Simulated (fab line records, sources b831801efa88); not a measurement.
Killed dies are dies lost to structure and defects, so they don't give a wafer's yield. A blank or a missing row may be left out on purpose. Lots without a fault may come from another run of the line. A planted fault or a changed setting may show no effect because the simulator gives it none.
fab line records | flow gf180mcu
record lots=14 wafers=42 last_day=34
route steps=602 shown V1@349 M2@363
lots that met no fault: from a run of the same line without faults
start_h: hours from the record's first day to the start of the lot's first wafer shown | wait_h: hours since the lot's step before | " the same as in the row above | L1.1+2: a row that stands for several wafers | - no value, or no start given | * or withheld: withheld | < > ~ a bound
route shown NAME@n: a module of which the file shows steps, and the number in the route of the first | usual: mean/standard deviation of fault-free wafers | same: alike in all rows | chamber/n: place in a boat | sites: the reading at each site | _std_site: their standard deviation | _edge_site: outer sites' mean less inner sites' | radius_mm: how far each site lies from the wafer's centre | mask NAME#n: copy n | behind: the tool/chamber that last shaped the wafer | hold: why the lot was held/for how many hours/how that ended | device: the transistor (n, p or np) that didn't switch | end of line: the same wafers' tests at the end of the route | a step without rows: its recipe alone | killed: dies lost to structure and defects at the first sort, not the wafer's yield | map: a wafer's dies, x killed, . not, _ none there
set.NAME: the setting as run; set.NAME@STEP: as run at that earlier step | model.NAME: the simulator's own value behind a step, which no gauge read
steps of the route over a sample of lots; a table a step, a row a wafer
services: from which hour (start_h, from the record's first day; less than 0 if before it) a tool's chamber was out of use, for how many hours, and why
## steps
# step GF_V1_CD_MEAS_14
# recipe target_cd_nm=260
# usual cd_nm=260.3/1.2
# columns lot.wafer tool chamber start_h wait_h cd_nm
L858.3 cd_sem-01 - 417.19 0.1 260.0
L858.5 " - " " 259.0
L858.6 " - " " 259.5
L859.1 cd_sem-01 - 420.90 0.1 259.0
L859.2 " - " " 259.6
L859.5 " - " " 258.9
L860.1 cd_sem-01 - 433.75 0.1 260.6
L860.2 " - " " 259.4
L860.5 " - " " 259.5
L861.1 cd_sem-01 - 438.70 0.1 262.6
L861.3 " - " " 261.3
L861.5 " - " " 262.4
L862.2 cd_sem-02 - 446.99 0.1 259.4
L862.3 " - " " 259.2
L862.5 " - " " 260.8
L863.1 cd_sem-01 - 457.25 0.1 259.7
L863.3 " - " " 260.8
L863.6 " - " " 259.5
L864.2 cd_sem-01 - 466.59 0.1 260.4
L864.5 " - " " 260.4
L864.6 " - " " 259.6
L868.4 cd_sem-01 - 503.71 0.1 260.9
L868.5 " - " " 260.0
L868.6 " - " " 260.7
L874.2 cd_sem-01 - 558.04 0.1 260.2
L874.3 " - " " 260.1
L874.6 " - " " 260.0
L875.3 cd_sem-01 - 562.11 0.1 259.7
L875.5 " - " " 260.7
L875.6 " - " " 260.5
L876.3 cd_sem-01 - 568.49 0.1 259.5
L876.4 " - " " 259.6
L876.6 " - " " 259.7
L878.1 cd_sem-01 - 583.15 0.1 258.3
L878.2 " - " " 258.0
L878.4 " - " " 257.8
L880.2 cd_sem-02 - 597.99 0.1 260.3
L880.4 " - " " 261.5
L880.5 " - " " 260.3
L881.1 cd_sem-01 - 602.70 0.1 260.5
L881.2 " - " " 260.2
L881.3 " - " " 260.0
# step GF_V1_OVL_MEAS_15
# usual V1_OVL=2/5.6
# columns lot.wafer tool chamber start_h wait_h V1_OVL[nm]
L858.3 overlay-01 - 417.28 0.1 3
L858.5 " - " " -7
L858.6 " - " " 11
L859.1 overlay-02 - 421.02 0.1 2
L859.2 " - " " 4
L859.5 " - " " 2
L860.1 overlay-01 - 433.87 0.1 2
L860.2 " - " " -3
L860.5 " - " " 6
L861.1 overlay-02 - 438.82 0.1 -4
L861.3 " - " " 0
L861.5 " - " " 9
L862.2 overlay-02 - 447.10 0.1 5
L862.3 " - " " -6
L862.5 " - " " -5
L863.1 overlay-02 - 457.37 0.1 6
L863.3 " - " " 11
L863.6 " - " " 6
L864.2 overlay-01 - 466.70 0.1 -1
L864.5 " - " " 4
L864.6 " - " " 7
L868.4 overlay-01 - 503.79 0.1 -13
L868.5 " - " " 2
L868.6 " - " " -10
L874.2 overlay-01 - 558.15 0.1 2
L874.3 " - " " 6
L874.6 " - " " 12
L875.3 overlay-01 - 562.20 0.1 1
L875.5 " - " " 3
L875.6 " - " " 5
L876.3 overlay-02 - 568.58 0.1 6
L876.4 " - " " -8
L876.6 " - " " -3
L878.1 overlay-02 - 583.27 0.1 8
L878.2 " - " " 1
L878.4 " - " " -1
L880.2 overlay-02 - 598.09 0.1 -2
L880.4 " - " " -3
L880.5 " - " " -3
L881.1 overlay-02 - 602.82 0.1 8
L881.2 " - " " 5
L881.3 " - " " 4
# step GF_V1_SPUTTER_21
# recipe material=Ti target_thk_nm=15 chamber_pressure_pa=5 power_w=2500 substrate_temp_c=200 time_s=80.02
# usual cathode_dc_power_W=2500.0/0.45 chamber_pressure_pa=5.001/0.01 substrate_temp_c=200.01/0.17 throttle_valve_pct=29.5/0.96
# same time_s=80.02
# columns lot.wafer tool chamber start_h wait_h cathode_dc_power_W chamber_pressure_pa substrate_temp_c throttle_valve_pct
L858.3 pvd_sputter-04 - 417.97 0.0 2499.8 5.002 200.46 28.2
L858.5 " - " " 2500.0 4.994 200.30 28.5
L858.6 " - " " 2499.5 5.003 199.83 29.9
L859.1 pvd_sputter-03 - 421.75 0.0 2499.9 4.993 200.04 29.9
L859.2 " - " " 2499.8 5.011 199.80 31.0
L859.5 " - " " 2499.5 4.996 199.99 30.2
L860.1 pvd_sputter-03 - 434.57 0.0 2500.6 5.002 200.23 31.2
L860.2 " - " " 2500.0 4.991 199.83 29.8
L860.5 " - " " 2499.8 5.003 200.27 29.0
L861.1 pvd_sputter-02 - 439.52 0.0 2499.9 4.998 199.89 29.7
L861.3 " - " " 2500.0 5.004 199.83 29.4
L861.5 " - " " 2500.3 4.995 199.94 29.4
L862.2 pvd_sputter-02 - 447.83 0.0 2500.2 5.000 200.04 29.4
L862.3 " - " " 2499.7 5.009 200.12 28.8
L862.5 " - " " 2500.1 5.010 200.08 29.5
L863.1 pvd_sputter-03 - 458.23 0.0 2499.8 4.976 199.87 29.7
L863.3 " - " " 2499.8 4.997 199.77 31.1
L863.6 " - " " 2499.8 4.999 199.89 30.1
L864.2 pvd_sputter-02 - 467.39 0.0 2500.1 5.007 200.06 31.6
L864.5 " - " " 2499.6 5.014 200.00 31.5
L864.6 " - " " 2499.8 5.002 199.74 29.1
L868.4 pvd_sputter-02 - 504.47 0.0 2499.3 5.000 200.04 29.7
L868.5 " - " " 2500.7 5.009 200.22 29.6
L868.6 " - " " 2500.2 5.002 200.11 29.7
L874.2 pvd_sputter-04 - 558.85 0.0 2499.4 4.977 200.25 28.7
L874.3 " - " " 2499.9 5.013 199.89 27.9
L874.6 " - " " 2499.6 5.008 199.76 28.8
L875.3 pvd_sputter-04 - 562.92 0.0 2499.8 5.007 199.70 28.7
L875.5 " - " " 2500.0 5.001 199.90 30.1
L875.6 " - " " 2500.0 5.011 199.77 28.0
L876.3 pvd_sputter-04 - 569.28 0.0 2499.9 4.990 199.86 28.2
L876.4 " - " " 2500.6 4.992 199.98 29.9
L876.6 " - " " 2500.0 5.013 199.92 28.8
L878.1 pvd_sputter-04 - 583.97 0.0 2499.6 5.018 200.07 28.2
L878.2 " - " " 2499.9 4.991 199.88 29.9
L878.4 " - " " 2500.2 4.996 199.94 28.9
L880.2 pvd_sputter-03 - 599.13 0.0 2499.6 5.001 199.85 30.2
L880.4 " - " " 2499.9 5.013 199.80 31.0
L880.5 " - " " 2499.6 5.000 200.17 28.7
L881.1 pvd_sputter-03 - 603.86 0.0 2499.8 4.992 199.98 31.1
L881.2 " - " " 2499.7 4.991 200.08 30.3
L881.3 " - " " 2499.8 5.000 200.19 30.5
# step GF_M2_SPUTTER_01
# recipe material=TiN target_thk_nm=30 power_w=6500 time_s=25 chamber_pressure_pa=0.4
# usual cathode_dc_power_W=6500.0/1.2 chamber_pressure_pa=0.3998/0.00078 throttle_valve_pct=30.2/1.1 time_s=25/0
# columns lot.wafer tool chamber start_h wait_h cathode_dc_power_W chamber_pressure_pa throttle_valve_pct time_s
L858.3 pvd_sputter-01 - 418.76 0.1 6499.8 0.4005 30.6 25
L858.5 " - " " 6498.6 0.4002 31.5 25
L858.6 " - " " 6498.9 0.4004 30.7 25
L859.1 pvd_sputter-02 - 422.54 0.1 6501.4 0.3996 29.5 25
L859.2 " - " " 6503.8 0.3986 31.5 25
L859.5 " - " " 6501.6 0.4012 29.3 25
L860.1 pvd_sputter-04 - 435.36 0.1 6500.4 0.3984 28.1 25
L860.2 " - " " 6499.3 0.4004 29.1 25
L860.5 " - " " 6499.3 0.3987 28.6 25
L861.1 pvd_sputter-01 - 440.31 0.1 6499.7 0.3994 29.2 25
L861.3 " - " " 6499.0 0.3998 31.6 25
L861.5 " - " " 6500.8 0.3978 29.1 25
L862.2 pvd_sputter-02 - 448.77 0.1 6500.1 0.4010 29.1 25
L862.3 " - " " 6499.4 0.3997 31.4 25
L862.5 " - " " 6500.6 0.3998 30.0 25
L863.1 pvd_sputter-01 - 459.02 0.1 - - - -
L863.3 " - " " - - - -
L863.6 " - " " - - - -
L864.2 pvd_sputter-02 - 468.61 0.1 - - - -
L864.5 " - " " - - - -
L864.6 " - " " - - - -
L868.4 pvd_sputter-01 - 505.26 0.1 6500.5 0.4002 31.7 25
L868.5 " - " " 6500.8 0.4004 31.8 25
L868.6 " - " " 6500.5 0.3996 29.3 25
L874.2 pvd_sputter-01 - 559.64 0.1 6501.0 0.3992 29.2 25
L874.3 " - " " 6498.4 0.4000 31.4 25
L874.6 " - " " 6499.9 0.3984 29.1 25
L875.3 pvd_sputter-01 - 563.71 0.1 6500.8 0.4004 31.6 25
L875.5 " - " " 6496.2 0.4001 31.8 25
L875.6 " - " " 6501.0 0.4007 29.2 25
L876.3 pvd_sputter-01 - 570.07 0.1 6500.0 0.3995 29.3 25
L876.4 " - " " 6498.4 0.3999 31.5 25
L876.6 " - " " 6500.1 0.3993 31.2 25
L878.1 pvd_sputter-02 - 584.76 0.1 6499.8 0.3995 31.3 25
L878.2 " - " " 6499.9 0.3994 29.5 25
L878.4 " - " " 6501.0 0.4000 29.2 25
L880.2 pvd_sputter-01 - 599.92 0.1 6500.1 0.4004 31.1 25
L880.4 " - " " 6498.9 0.4005 31.6 25
L880.5 " - " " 6499.7 0.4007 31.1 25
L881.1 pvd_sputter-01 - 604.65 0.1 6501.4 0.3996 31.7 25
L881.2 " - " " 6500.4 0.4000 31.3 25
L881.3 " - " " 6499.9 0.3997 30.8 25
# step GF_M2_METAL_ETCH_16
# recipe chemistry=Cl2/BCl3 mask_material=KrF target_depth_nm=627.5 stop_on=SiO2 pressure_mtorr=8 icp_w=800 bias_w=140 Cl2_flow_sccm=80 bcl3_flow_sccm=40 time_s=104.6
# usual drypump_motor_current_A=5.8/0.64 oes_product_au=0.973/0.006 throttle_valve_pct=28.247/0.011
# same time_s=104.6
# columns lot.wafer tool chamber start_h wait_h drypump_motor_current_A oes_product_au rf_hours_counter_h throttle_valve_pct
L858.3 rie_metal-02 1 443.26 0.1 6.4 0.975 - 28.240
L858.5 " 0 " " 5.7 0.964 - 28.254
L858.6 " 1 " " 6.4 0.975 - 28.248
L859.1 rie_metal-04 0 447.06 0.0 5.9 0.971 10 28.239
L859.2 " 0 " " 5.9 0.974 - 28.237
L859.5 " 0 " " 5.9 0.971 - 28.264
L860.1 rie_metal-04 0 460.06 0.0 5.9 0.974 11 28.260
L860.2 " 0 " " 5.9 0.967 - 28.258
L860.5 " 0 " " 5.9 0.969 - 28.260
L861.1 rie_metal-03 0 465.36 0.0 4.8 0.967 6 28.219
L861.3 " 0 " " 4.8 0.973 - 28.243
L861.5 " 0 " " 4.8 0.974 - 28.245
L862.2 rie_metal-03 0 472.91 0.0 4.8 0.967 6 28.239
L862.3 " 1 " " 5.2 0.970 - 28.265
L862.5 " 1 " " 5.2 0.975 - 28.246
L863.1 rie_metal-02 1 483.61 0.0 6.4 0.947 1 28.269
L863.3 " 0 " " 5.7 0.954 - 28.266
L863.6 " 1 " " 6.4 0.955 - 28.274
L864.2 rie_metal-03 0 493.33 0.0 4.8 0.953 7 28.278
L864.5 " 0 " " 4.9 0.952 - 28.261
L864.6 " 1 " " 5.2 0.947 - 28.277
L868.4 rie_metal-02 1 529.09 0.0 6.4 0.969 - 28.240
L868.5 " 1 " " 6.4 0.977 - 28.248
L868.6 " 0 " " 5.7 0.981 - 28.264
L874.2 rie_metal-04 1 581.66 0.0 6.7 0.966 3 28.238
L874.3 " 1 " " 6.7 0.974 - 28.259
L874.6 " 0 " " 5.9 0.972 - 28.245
L875.3 rie_metal-03 0 584.44 0.1 4.9 0.985 - 28.246
L875.5 " 0 " " 4.8 0.974 - 28.242
L875.6 " 1 " " 5.2 0.977 - 28.242
L876.3 rie_metal-03 1 592.15 0.1 5.2 0.970 - 28.247
L876.4 " 0 " " 4.8 0.975 - 28.259
L876.6 " 1 " " 5.2 0.975 - 28.244
L878.1 rie_metal-02 1 606.00 0.0 6.4 0.974 5 28.245
L878.2 " 0 " " 5.7 0.973 0 28.231
L878.4 " 0 " " 5.7 0.981 - 28.257
L880.2 rie_metal-04 0 620.85 0.0 5.9 0.980 3 28.242
L880.4 " 0 " " 5.9 0.976 - 28.245
L880.5 " 0 " " 5.9 0.974 - 28.238
L881.1 rie_metal-04 1 625.35 0.0 6.7 0.980 4 28.250
L881.2 " 0 " " 5.9 0.971 3 28.261
L881.3 " 0 " " 5.9 0.978 - 28.264
## services
# columns tool chamber start_h hours kind
pvd_sputter-04 - 421.75 4.0 repair
pvd_sputter-01 - 423.79 14.8 repair
rie_metal-04 - 432.63 0.9 repair
pvd_sputter-02 - 433.17 1.2 repair
rie_metal-04 1 446.51 4.1 repair
pvd_sputter-03 - 447.84 1.0 repair
rie_metal-02 - 449.58 4.3 pm
rie_metal-04 1 450.62 - clean
rie_metal-04 1 450.62 19.9 scheduled_down
pvd_sputter-01 - 459.41 4.9 repair
pvd_sputter-03 - 478.07 1.4 repair
pvd_sputter-01 - 514.62 1.9 repair
pvd_sputter-02 - 540.59 3.0 repair
pvd_sputter-03 - 543.73 5.9 repair
pvd_sputter-02 3 571.67 - consumable_replace:kit
pvd_sputter-02 3 571.67 18.0 scheduled_down
pvd_sputter-02 3 571.67 18.0 vent_cycle
pvd_sputter-01 2 571.86 - consumable_replace:kit
pvd_sputter-02 - 578.17 2.2 repair
rie_metal-02 1 578.71 6.3 repair
rie_metal-02 - 588.76 0.8 repair
pvd_sputter-01 - 596.98 2.5 repair
pvd_sputter-02 - 597.46 14.0 repair
rie_metal-04 - 601.11 14.6 pm
## key
first_sign step=GF_M2_SPUTTER_01 reading=tool_record direction=missing
effect step=GF_M2_METAL_ETCH_16 reading=oes_product_au direction=down sigmas=3.7 usual=0.973 struck=0.951
met_at GF_M2_SPUTTER_01
struck_lots L863,L864
later_rows_left_out L863.1,L863.3,L863.6,L864.2,L864.5,L864.6
sort_left_out L863.1,L863.3,L863.6,L864.2,L864.5,L864.6
not_acting_at GF_V1_CD_MEAS_14,GF_V1_OVL_MEAS_15,GF_V1_SPUTTER_21
onset_between 448.77 459.02
fault kind=skipped_step_whole tool=pvd_sputter-01,pvd_sputter-02 chamber=- onset_h=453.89 steps=GF_M2_SPUTTER_01 scope=struck_lots_only
# sort_left_out: the simulated sort isn't trusted on such a fault, so these wafers' sort isn't shown, and their yield isn't known
# later_rows_left_out: the simulator's readings of these wafers behind a module that went badly wrong aren't trusted and aren't shown, but for the sort
